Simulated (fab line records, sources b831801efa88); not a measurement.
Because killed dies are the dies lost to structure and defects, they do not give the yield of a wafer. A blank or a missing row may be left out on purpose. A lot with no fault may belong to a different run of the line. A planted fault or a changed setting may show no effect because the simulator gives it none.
2 desks, one fault || flow gf180mcu || each desk holds nothing but its own numbers, with what lay behind them at the end

== TOOL OWNER'S DESK, pvdSputter-03 ==
The tool's own readings at GF_M3_SPUTTER_01 (material TiN, target thk 30 nm, time 25 s): means of the sampled wafers that have a number, for each lot that ran on this tool. Any lot whose mean is over 4 standard deviations away from the usual mean is out of limits and marked OUT; that distance is given in the brackets.
Columns: A = cathodeDcPowerW at GF_M3_SPUTTER_01, usual 6499.9 W; B = throttleValvePct at GF_M3_SPUTTER_01, usual 30.0 %
{"lot": "L440", "first seen here": "day 24 09:10", "A": 6498.8, "B": 30.5}
{"lot": "L442", "first seen here": "day 24 12:09", "A": 6499.6, "B": 30.9}
{"lot": "L453", "first seen here": "day 27 13:44", "A": 6499.8, "B": 29.1}
Finding of this desk: none of the 3 lots has anything out of limits.

== THE METROLOGY DESK ==
What the gauges read for every lot (on any tool): the sampled wafers with a number, averaged. Any lot whose mean is over 4 standard deviations away from the usual mean is out of limits and marked OUT; that distance is given in the brackets.
Columns: A = V2_W_RS at GF_V2_RS_MEAS_24, usual 0.327 ohm/sq; B = V2_W_THK at GF_V2_THK_MEAS_25, usual 349 nm
{"lot": "L431", "first seen here": "day 20 05:04", "A": 0.326, "B": 353}
{"lot": "L440", "first seen here": "day 24 08:35", "A": 0.332, "B": 345}
{"lot": "L442", "first seen here": "day 24 11:37", "A": 0.328, "B": 345}
{"lot": "L450", "first seen here": "day 27 06:31", "A": 0.325, "B": 352}
{"lot": "L452", "first seen here": "day 27 12:11", "A": 0.331, "B": 338}
{"lot": "L453", "first seen here": "day 27 13:11", "A": 0.322, "B": 356}
Finding of this desk: none of the 6 lots has anything out of limits.

== ALL TOGETHER ==
Nothing out of limits was seen by the tool owner's desk.
Nothing out of limits was seen by the metrology desk.

== WHAT WAS PUT IN BY THE SIMULATOR ==
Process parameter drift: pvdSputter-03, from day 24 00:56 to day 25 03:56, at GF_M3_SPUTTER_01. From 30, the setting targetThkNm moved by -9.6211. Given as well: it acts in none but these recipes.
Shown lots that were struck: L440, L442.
